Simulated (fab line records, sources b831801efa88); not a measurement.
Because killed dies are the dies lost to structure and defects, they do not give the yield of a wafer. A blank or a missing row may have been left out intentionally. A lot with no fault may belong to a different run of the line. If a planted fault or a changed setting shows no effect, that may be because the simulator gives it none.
A lot that was struck, set against a sound lot -- flow sky130 -- 15 steps out of a route of 708
Sound: wafers L961.2, L961.5, L961.6. The struck wafers were L977.3, L977.4, L977.5. Last of all comes the cause.
Per side, at each step with rows, come the tool, then ch with its chambers, and then its first start. Under that, the readings that differ: sound wafers -- struck wafers -- difference of the means -- sigmas: that difference in standard deviations of wafers without a fault.
alike: same words and numbers on both sides, and readings whose means sit less than 2 such deviations apart. not compared: any withheld reading, any reading some wafer has no value for, any bound like >300 that may hide the same value, and any number with overlapping values for which the record gives no deviation.
A row with sigmas, a row that says differs or no value, or rows on one side alone: a step with any of these is where the two part. Numbers that don't overlap but have no deviation are shown without sigmas and don't part them. Lack of a reading on every wafer of one side parts them only where that side has two or more wafers.

first, 1 step without rows for these wafers: SKY_PASSIVATION_DEVELOP_10 (develop time 60 s).
SKY_PASSIVATION_ETCH_11: etches the open film in CF4/O2, stops on AlCu, target depth 725 nm, time 161.1 s.
  sound on rieDiel-02 ch 0,2,3, day 45 08:52; struck on rieDiel-02 ch 1,2,3, day 49 05:46
  alike: chamberPressureMTorr, drypumpMotorCurrentA, oesProductAu, throttleValvePct
  not compared: rfHoursCounterH
SKY_PASSIVATION_STRIP_12: strips in O2/N2.
  sound on plasmaAsher-04 ch 0,1, day 45 08:58; struck on plasmaAsher-03 ch 0,1, day 49 05:55
  alike: chamberPressureMTorr, drypumpMotorCurrentA, oesProductAu, stripTimeToEndpointS
  not compared: rfHoursCounterH
then, 7 steps without rows for these wafers: SKY_PAD_OPEN_DEHYDRATE_00 (time 60 s); SKY_PAD_OPEN_HMDS_01 (prime time 60 s); SKY_PAD_OPEN_COAT_02 (resist thk 3000 nm); SKY_PAD_OPEN_SOFTBAKE_03; SKY_PAD_OPEN_EXPOSE_04 (exposes mask PDM, target cd 60000 nm); SKY_PAD_OPEN_PEB_05; SKY_PAD_OPEN_DEVELOP_06 (develop time 60 s).
SKY_PAD_OPEN_ETCH_07: etches the open film in CF4/O2, stops on AlCu, target depth 725 nm, time 161.1 s.
  sound on rieDiel-01 ch 0,2,3, day 46 06:25; struck on rieDiel-04 ch 2,3, day 49 22:49
  alike: chamberPressureMTorr, drypumpMotorCurrentA, oesProductAu, throttleValvePct
  not compared: rfHoursCounterH
SKY_PAD_OPEN_STRIP_08: strips in O2/N2.
  sound on plasmaAsher-01 ch 0,1, day 46 06:31; struck on plasmaAsher-04 ch 0,1, day 49 22:57
  alike: chamberPressureMTorr, drypumpMotorCurrentA, oesProductAu
  not compared: rfHoursCounterH
SKY_PAD_OPEN_STRIP_09: strips in post etch residue remover, time 1200 s.
  sound on wetBench-03 ch 3, day 46 06:37; struck on wetBench-03 ch 2, day 49 23:01
reading,sound,struck,difference,sigmas
runLengthS (s),1225 1225 1225,1281 1281 1281,+56,+18
then, 1 step without rows for these wafers: SKY_PAD_OPEN_CLEAN_10 (cleans in IPA, time 180 s).
SKY_PAD_OPEN_PROBE_99:
  the record has rows for the sound wafers here (prober-01, day 46 08:48) and none for the struck ones

## WHERE THEY PART
At SKY_PAD_OPEN_STRIP_09 first; at SKY_PAD_OPEN_PROBE_99 last (within this record only).

WHY: what the simulator had put in
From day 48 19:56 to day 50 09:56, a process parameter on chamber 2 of wetBench-03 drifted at SKY_PAD_OPEN_STRIP_09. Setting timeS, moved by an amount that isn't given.
